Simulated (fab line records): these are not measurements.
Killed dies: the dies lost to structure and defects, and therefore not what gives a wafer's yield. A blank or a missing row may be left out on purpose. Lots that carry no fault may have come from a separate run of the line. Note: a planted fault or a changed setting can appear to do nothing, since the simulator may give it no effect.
Problem report in the 8D (eight disciplines) form, filled by code :: flow sky130 :: the parts of the form that need people (team, actions taken, sign-off) are left out

1. WHAT IS WRONG
At SKY_LDD_N_IMPLANT_13, dose ions cm2 averages 1e+13 over 6 wafers from 2 lots, while fault-free wafers read 5e+12, standard deviation 5.4e+09. So: +99 or more standard deviations from the usual mean.
The first sign was on wafer L777.2 at day 17 02:36, on implanter-04. The record holds 18 wafers of 6 lots with a number at this step. Rule for "out" (also "out of limits"): further than 4 standard deviations from the usual mean. All remaining wafers that have a number are taken as sound.

2. WHAT IT IS, WHAT IT ISN'T
question: which readings at this step
is: dose ions cm2, faraday current uA
is not: -

question: which lots
is: L777, L780
is not: L772, L778, L779, L792

question: which wafers of those lots
is: all that have a number
is not: -

question: read on which tools
is: implanter-04
is not: implanter-02, implanter-03

question: when
is: from day 17 02:36
is not: up to then (6 sound wafers); but 6 sound wafers of L779, L792 came after

3. WHAT RULES OUT EACH SUSPECT
Counting: a tool stays on the suspect list if, at a process step up to the reading, it processed all lots that are out and no sound lot following the first of them.
- implanter-04 at SKY_LDD_N_IMPLANT_13: kept. All lots that are out passed through it, beginning with L777 at day 17 02:36, and no sound lot followed; its final sound lot before that point was L778 at day 16 21:52. Its own dose ions cm2, faraday current uA readings are out on those wafers.
Remaining after the count: implanter-04 at SKY_LDD_N_IMPLANT_13.

4. THE CAUSE (what the simulator had put in)
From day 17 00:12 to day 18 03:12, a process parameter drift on implanter-04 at SKY_LDD_N_IMPLANT_13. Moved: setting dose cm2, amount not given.
This tool alone remained once counting was done.

5. SEQUENCE OF EFFECTS, ordered by route
Rows list readings where the struck wafers' mean (over those with a number) sits beyond 3 standard deviations from the usual. Readings are gone through only where the record gives a usual standard deviation; hours: the median, over the lots, of the time from a lot's start at the first step in this table giving one to that lot's start at this step; sigmas: the change measured in usual standard deviations.
hours: 0
step: SKY_LDD_N_IMPLANT_13
reading: dose ions cm2
usual: 5e+12
on struck wafers: 1e+13
change: +5e+12
sigmas: +99 or more

hours: 0
step: SKY_LDD_N_IMPLANT_13
reading: faraday current uA
usual: 28.2
on struck wafers: 53.3
change: +25.1
sigmas: +48
It contains these process steps:
- SKY_LDD_N_IMPLANT_13

6. WHAT WOULD HAVE CAUGHT IT SOONER
The fault began at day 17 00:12; the first out-of-limits reading in this record came at day 17 02:36, 2 hours later.
